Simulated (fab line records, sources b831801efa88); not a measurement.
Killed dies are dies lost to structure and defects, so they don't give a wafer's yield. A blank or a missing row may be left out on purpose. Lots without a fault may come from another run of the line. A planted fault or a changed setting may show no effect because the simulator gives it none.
Chamber matching | flow sky130 | SKY_LI_CONTACT_CMP_02 on cmp-01: 4 sister chambers
The step polishes PSG. 18 wafers are shown with their chamber, then 9 later ones without.

WAFERS WITH THEIR CHAMBER
wafer  | chamber | time_to_endpoint_s (s) | motor_current_A (A) | slurry_filter_dp_kPa (kPa)
L733.1 | 3       | 40                     | 12.3                | 13.42
L733.2 | 0       | 37                     | 13.3                | 13.57
L733.4 | 2       | 36                     | 11.5                | 13.49
L735.2 | 0       | 36                     | 12.8                | 13.64
L735.3 | 3       | 34                     | 12.5                | 13.36
L735.6 | 1       | 28                     | 12.5                | 13.53
L736.1 | 2       | 34                     | 11.6                | 13.62
L736.4 | 0       | 35                     | 12.2                | 13.51
L736.5 | 2       | 32                     | 11.5                | 13.50
L738.1 | 1       | 32                     | 12.2                | 13.49
L738.3 | 2       | 37                     | 11.5                | 13.29
L738.4 | 3       | 36                     | 11.7                | 13.41
L737.2 | 3       | 37                     | 12.3                | 13.09
L737.4 | 2       | 37                     | 11.5                | 13.65
L737.6 | 2       | 37                     | 11.3                | 13.54
L739.1 | 0       | 34                     | 12.2                | 13.27
L739.3 | 2       | 37                     | 11.9                | 13.39
L739.4 | 1       | 30                     | 12.2                | 13.71

SIGNATURES (means of the wafers above)
reading              | chamber 0 | chamber 1 | chamber 2 | chamber 3 | scatter within a chamber
time_to_endpoint_s   | 35.50     | 30.00     | 35.71     | 36.75     | 1.99
motor_current_A      | 12.625    | 12.300    | 11.543    | 12.200    | 0.323
slurry_filter_dp_kPa | 13.4975   | 13.5767   | 13.4971   | 13.3200   | 0.139
Rule: a wafer's distance from a chamber is the root of the sum, over the readings, of the square of ((its reading less the chamber's mean) divided by the reading's scatter). The wafer belongs to the nearest chamber; if the next one is less than 2 further off, it can't be placed. The scatter: the root of (the sum of the squares of (reading less its chamber's mean) over the shown wafers, divided by (wafers less chambers)).

WAFERS WITHOUT THEIR CHAMBER
wafer  | time_to_endpoint_s (s) | motor_current_A (A) | slurry_filter_dp_kPa (kPa)
L742.3 | 35                     | 11.6                | 13.44
L742.5 | 31                     | 12.4                | 13.61
L742.6 | 32                     | 12.7                | 13.60
L752.2 | 35                     | 11.5                | 13.28
L752.4 | 32                     | 12.3                | 13.63
L752.5 | 36                     | 12.9                | 13.56
L754.1 | 34                     | 12.8                | 13.61
L754.4 | 36                     | 11.9                | 13.61
L754.6 | 36                     | 12.3                | 13.41

WHICH CHAMBER EACH WENT THROUGH
wafer  | from the rows above               | in truth
L742.3 | can't be placed: 2 or 3           | 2
L742.5 | can't be placed: 1 or 0           | 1
L742.6 | can't be placed: 1 or 0 or 3      | 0
L752.2 | can't be placed: 2 or 3           | 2
L752.4 | can't be placed: 1 or 0           | 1
L752.5 | can't be placed: 0 or 3           | 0
L754.1 | can't be placed: 0 or 1 or 3      | 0
L754.4 | can't be placed: 2 or 3 or 0 or 1 | 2
L754.6 | can't be placed: 3 or 0 or 2      | 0
Placed correctly: 0 of 9. Can't be placed from these rows: 9 (the true chamber is among the candidates in 9). Placed wrongly: 0.
